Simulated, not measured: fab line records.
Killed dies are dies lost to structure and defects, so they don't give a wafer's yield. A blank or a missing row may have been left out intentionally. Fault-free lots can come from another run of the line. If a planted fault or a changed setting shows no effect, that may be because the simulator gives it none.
Comparing a struck lot with a sound one :: flow sky130 :: 20 out of 708 route steps
Sound: wafers L768.1, L768.2, L768.5. Struck: wafer L763.1 (left out: L763.6, a lot-mate that was not struck); the cause follows at the end.
For every step that has rows: the tool of each side, followed by ch and its chambers, followed by its first start. Under that, the readings that differ: sound wafers :: struck wafers :: difference of the means :: sigmas: that difference in standard deviations of wafers without a fault.
alike: readings whose means differ by less than 2 such deviations, and words and numbers that are the same on both sides. not compared: withheld readings, readings that some wafer has no value for, bounds like >300 that may hide the same value, and numbers for which the record gives no deviation and whose values overlap.
Wherever a step has rows on one side only, a row that says differs or no value, or a row with sigmas, the two part there. Numbers that don't overlap but have no deviation are shown without sigmas and don't part them. A reading that every wafer of one side lacks parts them only if that side has two wafers or more.

SKY_FIELD_ISO_BOW_MEAS_00:
  sound on film metro-04 at day 4 18:00; struck on film metro-01 at day 3 17:00
reading: INCOMING_BOW (um)
sound: 9 -2 -1
struck: 19
difference: +17
sigmas: +3
then, 1 step without rows for these wafers: SKY_FIELD_ISO_OXIDATION_01 (stabilise 600 s, purge 300 s, target thk 12 nm).
SKY_FIELD_ISO_THK_MEAS_02:
  sound on film metro-02 at day 4 19:38; struck on film metro-02 at day 3 20:34
  alike: FIELD_ISO_OXIDATION_00_THK
then, 1 step without rows for these wafers: SKY_FIELD_ISO_CVD_03 (deposits Si3N4 from DCS/NH3, target thk 165 nm, time 2830 s).
SKY_FIELD_ISO_THK_MEAS_04:
  sound on film metro-02 at day 4 21:29; struck on film metro-01 at day 3 22:46
  alike: FIELD_ISO_CVD_03_THK
then, 5 steps without rows for these wafers: SKY_FIELD_ISO_DEHYDRATE_05 (time 60 s); SKY_FIELD_ISO_HMDS_06 (prime time 60 s); SKY_FIELD_ISO_COAT_07 (resist thk 60 nm); SKY_FIELD_ISO_COAT_08 (resist thk 450 nm); SKY_FIELD_ISO_SOFTBAKE_09 (time 90 s).
SKY_FIELD_ISO_EXPOSE_10: exposes mask FOM, target cd 150 nm.
  sound on krf scanner-01 ch 0, day 5 06:34; struck on krf scanner-02 ch 0, day 4 06:57
reading: reticle temp C (C)
sound: 23.16 23.19 23.16
struck: 22.92
difference: -0.25
sigmas: -2
  alike: mask
then, 2 steps without rows for these wafers: SKY_FIELD_ISO_PEB_11; SKY_FIELD_ISO_DEVELOP_12 (develop time 60 s).
SKY_FIELD_ISO_CD_MEAS_13 targets a cd of 150 nm.
  sound on cd sem-01 at day 5 15:11; struck on cd sem-02 at day 4 15:28
reading: cd nm (nm)
sound: 149.0 149.1 149.1
struck: 86.5
difference: -62.6
sigmas: -45
  not compared: hold
SKY_FIELD_ISO_ETCH_14: etches BARC in N2/H2, stops on SiO2, time 45.9 s, target depth 60 nm.
  sound on rie diel-04 ch 0,1,3, day 5 15:18; struck on rie diel-03 ch 2, day 4 17:14
reading: hold
sound: - - -
struck: await dispo/1.7h/release
difference: no value on the sound wafers
sigmas: 

reading: model.FIELD_ISO.cd nm (nm)
sound: 150.7 150.4 149.6
struck: 86.79
difference: -63.44
sigmas: 
  alike: drypump motor current A, h2 flow sccm, oes product au, throttle valve pct
  not compared: rf hours counter h
SKY_FIELD_ISO_ETCH_15: etches the open film in CHF3/O2, stops on Si, target depth 180 nm, time 72 s.
  sound on rie diel-04 ch 0,1,3, day 5 15:20; struck on rie diel-03 ch 2, day 4 17:17
  alike: chf3 flow sccm, drypump motor current A, oes product au, throttle valve pct
  not compared: rf hours counter h
SKY_FIELD_ISO_STRIP_16: strips in O2/N2.
  sound on plasma asher-03 ch 0,1, day 5 15:23; struck on plasma asher-03 ch 1, day 4 17:20
  alike: drypump motor current A, oes product au, strip time to endpoint s
  not compared: rf hours counter h
SKY_FIELD_ISO_ETCH_17: etches Si in HBr/Cl2/O2, target depth 342 nm, time 97.7 s.
  sound on rie si-02 ch 1,2,3, day 5 15:29; struck on rie si-01 ch 3, day 4 17:26
reading: oes product au (a.u.)
sound: 1.004 0.977 0.971
struck: 1.018
difference: +0.034
sigmas: +2

reading: model.FIELD_ISO.cd nm (nm)
sound: 150.1 148.3 149
struck: 87.31
difference: -61.82
sigmas: 
  alike: drypump motor current A, throttle valve pct
  not compared: rf hours counter h
then, 1 step without rows for these wafers: SKY_FIELD_ISO_WET_ETCH_18 (etches Si3N4 in H3PO4, target depth 25 nm, time 286 s).
-- a jump in the record: the struck wafers' starts before and after are 44 days apart (it breaks off in module FIELD_ISO and resumes in module PAD_OPEN, where the first step shown is number 708 of the route) --
SKY_PAD_OPEN_PROBE_99:
  sound on prober-01 at day 49 04:25; struck on prober-02 at day 48 10:33
reading: hold
sound: - - -
struck: await dispo/2.1h/release
difference: no value on the sound wafers
sigmas: 

reading: killed at front end
sound: 11 16 18
struck: 407
difference: +392
sigmas: +85

reading: killed dies
sound: 78 93 87
struck: 492
difference: +406
sigmas: +46

reading: killed on rim
sound: 16 19 16
struck: 96
difference: +79
sigmas: +22
  alike: killed_at_M0_to_M3, killed_at_M4_up, killed at contacts, killed at other, killed open, killed short

## WHERE THEY PART
At SKY_FIELD_ISO_BOW_MEAS_00 first; at SKY_PAD_OPEN_PROBE_99 last (within this record only).

WHY: the cause the simulator had injected
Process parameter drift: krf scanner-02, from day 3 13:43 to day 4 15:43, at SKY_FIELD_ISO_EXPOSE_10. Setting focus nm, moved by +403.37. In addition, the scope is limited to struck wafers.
